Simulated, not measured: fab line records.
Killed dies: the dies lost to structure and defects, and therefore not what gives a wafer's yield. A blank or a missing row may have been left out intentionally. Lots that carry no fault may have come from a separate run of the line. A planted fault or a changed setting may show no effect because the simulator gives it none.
The tool behind it: which one? | flow sky130 | 13 lots with 39 wafers sampled at 5 steps, on a route of 708 steps

== WHAT EACH GAUGE READ, for each wafer ==
SKY_FIELD_ISO_THK_MEAS_02.
lot  | measured    | on            | FIELD_ISO_OXIDATION_00_THK (nm)
L138 | day 1 19:32 | film-metro-04 | 12.31 12.38 12.30
L139 | day 1 19:32 | film-metro-03 | 12.43 12.23 12.42
L141 | day 2 05:10 | film-metro-02 | 11.91 12.11 12.20
L142 | day 2 07:38 | film-metro-03 | 12.12 12.02 12.17
L143 | day 2 13:42 | film-metro-04 | 11.94 12.02 12.05
L144 | day 2 17:39 | film-metro-02 | 12.64 12.47 12.45
L146 | day 3 03:39 | film-metro-04 | 12.55 12.43 12.52
L147 | day 3 09:14 | film-metro-02 | 12.24 12.59 12.41
L149 | day 3 21:27 | film-metro-04 | 12.04 11.96 11.73
L152 | day 4 11:25 | film-metro-03 | 12.11 12.33 12.57
L157 | day 5 13:28 | film-metro-02 | 12.40 12.35 12.31
L160 | day 6 03:17 | film-metro-03 | 12.17 11.87 12.24
L161 | day 6 08:11 | film-metro-04 | 12.40 12.34 12.29

SKY_VT_ADJUST_HVTP_OVL_MEAS_08.
lot  | measured     | on         | VT_ADJUST_HVTP_OVL (nm)
L138 | day 6 10:26  | overlay-02 | -2.0 -1.2 -0.2
L139 | day 6 11:01  | overlay-02 | 1.6 1.2 1.8
L141 | day 6 20:53  | overlay-02 | -0.9 -1.5 -0.4
L142 | day 7 03:07  | overlay-01 | 0.9 1.4 -0.1
L143 | day 7 12:53  | overlay-02 | 0.5 0.6 0.4
L144 | day 7 22:07  | overlay-01 | 0.7 0.5 1.3
L146 | day 8 05:19  | overlay-02 | -1.0 0.7 -0.8
L147 | day 8 10:59  | overlay-02 | -0.5 -0.4 -0.4
L149 | day 9 01:06  | overlay-02 | 1.3 1.6 0.9
L152 | day 10 03:25 | overlay-01 | -2.1 -1.9 -1.1
L157 | day 11 02:32 | overlay-02 | -1.1 0.5 -0.3
L160 | day 11 21:53 | overlay-02 | 0.9 1.0 0.5
L161 | day 12 06:19 | overlay-01 | -0.3 -0.6 -1.0

SKY_VT_ADJUST_LVTN_TW_MEAS_10.
lot  | measured     | on            | VT_ADJUST_LVTN_TW
L138 | day 7 06:13  | film-metro-03 | 240.7 240.7 240.1
L139 | day 7 06:59  | film-metro-03 | 240.6 240.1 239.6
L141 | day 7 15:25  | film-metro-01 | 248.1 246.4 245.9
L142 | day 7 21:58  | film-metro-03 | 240.1 240.1 241.2
L143 | day 8 10:07  | film-metro-04 | 237.9 238.3 239.2
L144 | day 8 19:26  | film-metro-01 | 245.3 245.8 244.9
L146 | day 9 02:49  | film-metro-01 | 245.0 244.0 244.7
L147 | day 9 09:09  | film-metro-04 | 30.1 30.1 29.9
L149 | day 9 22:41  | film-metro-03 | 238.5 237.9 238.8
L152 | day 11 02:33 | film-metro-03 | 237.7 239.4 239.7
L157 | day 12 01:45 | film-metro-04 | 239.8 239.5 239.1
L160 | day 12 22:12 | film-metro-04 | 239.1 239.5 239.3
L161 | day 13 06:46 | film-metro-03 | 238.4 237.4 238.7

== WHAT TOOL EACH LOT RAN ON (gives the tool, then ch and the chambers of the sampled wafers, and finally the start) ==
lot  | SKY_VT_ADJUST_HVTP_STRIP_10          | SKY_VT_ADJUST_LVTN_STRIP_09
L138 | plasma-asher-02 ch 0,1, day 6 10:37  | plasma-asher-02 ch 0,1, day 7 06:07
L139 | plasma-asher-02 ch 0,1, day 6 11:11  | plasma-asher-04 ch 0, day 7 06:52
L141 | plasma-asher-04 ch 0,1, day 6 21:04  | plasma-asher-03 ch 0,1, day 7 15:19
L142 | plasma-asher-01 ch 0,1, day 7 03:17  | plasma-asher-02 ch 0,1, day 7 21:52
L143 | plasma-asher-04 ch 0,1, day 7 13:04  | plasma-asher-04 ch 0,1, day 8 10:01
L144 | plasma-asher-01 ch 0,1, day 7 22:20  | plasma-asher-03 ch 0,1, day 8 19:22
L146 | plasma-asher-02 ch 0,1, day 8 05:32  | plasma-asher-03 ch 0,1, day 9 02:44
L147 | plasma-asher-02 ch 0,1, day 8 11:10  | plasma-asher-04 ch 0,1, day 9 09:03
L149 | plasma-asher-04 ch 0,1, day 9 01:19  | plasma-asher-03 ch 0,1, day 9 22:35
L152 | plasma-asher-04 ch 0,1, day 10 03:35 | plasma-asher-02 ch 0,1, day 11 02:27
L157 | plasma-asher-01 ch 0,1, day 11 02:43 | plasma-asher-04 ch 1, day 12 01:39
L160 | plasma-asher-04 ch 0,1, day 11 22:05 | plasma-asher-02 ch 0,1, day 12 22:06
L161 | plasma-asher-02 ch 0,1, day 12 06:29 | plasma-asher-02 ch 0,1, day 13 06:40
- SKY_VT_ADJUST_HVTP_STRIP_10: strips in O2/N2.
- SKY_VT_ADJUST_LVTN_STRIP_09: strips in O2/N2.

== AS READ BY THE TOOLS THEMSELVES (means over the sampled wafers that have a number; for cases with no such wafer, the mark the record gives instead) ==
SKY_VT_ADJUST_HVTP_STRIP_10.
lot  | tool            | chamber-pressure-mTorr (mTorr) | drypump-motor-current-A (A) | oes-product-au (a.u.) | strip-time-to-endpoint-s (s)
L138 | plasma-asher-02 | 1499.4                         | 6.09                        | 0.717                 | 14.14
L139 | plasma-asher-02 | 1499.5                         | 6.08                        | 0.714                 | 14.15
L141 | plasma-asher-04 | 1500.7                         | 6.03                        | 0.712                 | 14.19
L142 | plasma-asher-01 | 1499.0                         | 5.73                        | 0.714                 | 14.25
L143 | plasma-asher-04 | 1500.2                         | 6.06                        | 0.716                 | 14.19
L144 | plasma-asher-01 | 1499.8                         | 5.73                        | 0.716                 | 14.24
L146 | plasma-asher-02 | 1500.4                         | 5.80                        | 0.715                 | 14.20
L147 | plasma-asher-02 | 1499.3                         | 5.81                        | 0.944                 | -
L149 | plasma-asher-04 | 1500.2                         | 6.05                        | 0.716                 | 14.20
L152 | plasma-asher-04 | 1499.6                         | 6.04                        | 0.719                 | 14.20
L157 | plasma-asher-01 | 1500.0                         | 5.75                        | 0.716                 | 14.21
L160 | plasma-asher-04 | 1498.0                         | 6.04                        | 0.711                 | 14.12
L161 | plasma-asher-02 | 1499.6                         | 6.08                        | 0.712                 | 14.17

SKY_VT_ADJUST_LVTN_STRIP_09.
lot  | tool            | chamber-pressure-mTorr (mTorr) | drypump-motor-current-A (A) | oes-product-au (a.u.) | strip-time-to-endpoint-s (s)
L138 | plasma-asher-02 | 1500.7                         | 5.81                        | 0.725                 | 36.88
L139 | plasma-asher-04 | 1500.3                         | 6.07                        | 0.717                 | 36.97
L141 | plasma-asher-03 | 1501.3                         | 6.07                        | 0.717                 | 36.91
L142 | plasma-asher-02 | 1499.7                         | 6.08                        | 0.720                 | 37.08
L143 | plasma-asher-04 | 1501.0                         | 6.03                        | 0.722                 | 37.05
L144 | plasma-asher-03 | 1500.8                         | 6.03                        | 0.722                 | 37.06
L146 | plasma-asher-03 | 1500.3                         | 6.08                        | 0.721                 | 37.02
L147 | plasma-asher-04 | 1500.4                         | 6.01                        | 0.722                 | 41.92
L149 | plasma-asher-03 | 1500.9                         | 6.11                        | 0.720                 | 37.18
L152 | plasma-asher-02 | 1499.9                         | 6.09                        | 0.721                 | 36.92
L157 | plasma-asher-04 | 1499.5                         | 6.02                        | 0.720                 | 36.70
L160 | plasma-asher-02 | 1500.5                         | 5.80                        | 0.723                 | 36.67
L161 | plasma-asher-02 | 1501.0                         | 6.10                        | 0.722                 | 36.70

== THE ANSWER, worked out from the rows above alone ==
Rule: the usual values come from the lots themselves. Put in order of their means at a reading, lots are off if they are a third of the lots or fewer, leave a main group of 4 or more, and stand apart from it by a gap of 3 or more times the standard deviation of the main group's means; of several such gaps the widest counts. A main group whose means are all the same, to the digits that the tables above print for the reading, isn't used. A lot without any number at a reading at which 4 lots or more have one is off too. Any other lot the step has rows for is counted as sound. The gauges are gone through in route order, then the tools' own readings, and for those a lot's mean is taken as printed above. At the first step where some lot is off, the reading lying furthest off is the one used; lots without a number count as furthest.
Off: L147, seen at SKY_VT_ADJUST_LVTN_TW_MEAS_10 (VT_ADJUST_LVTN_TW). The main group: mean 240.9, standard deviation 2.8.
If a tool, at a process step before that reading, ran all the lots that are off and no sound lot after the first of them, it fits. The gauges at SKY_VT_ADJUST_LVTN_TW_MEAS_10 aren't tried: what is off there is off at SKY_VT_ADJUST_HVTP_STRIP_10 too, on other tools, and a gauge's error can't cause that. Of those tried, none fits.

== WHAT THE SIMULATOR PUT IN ==
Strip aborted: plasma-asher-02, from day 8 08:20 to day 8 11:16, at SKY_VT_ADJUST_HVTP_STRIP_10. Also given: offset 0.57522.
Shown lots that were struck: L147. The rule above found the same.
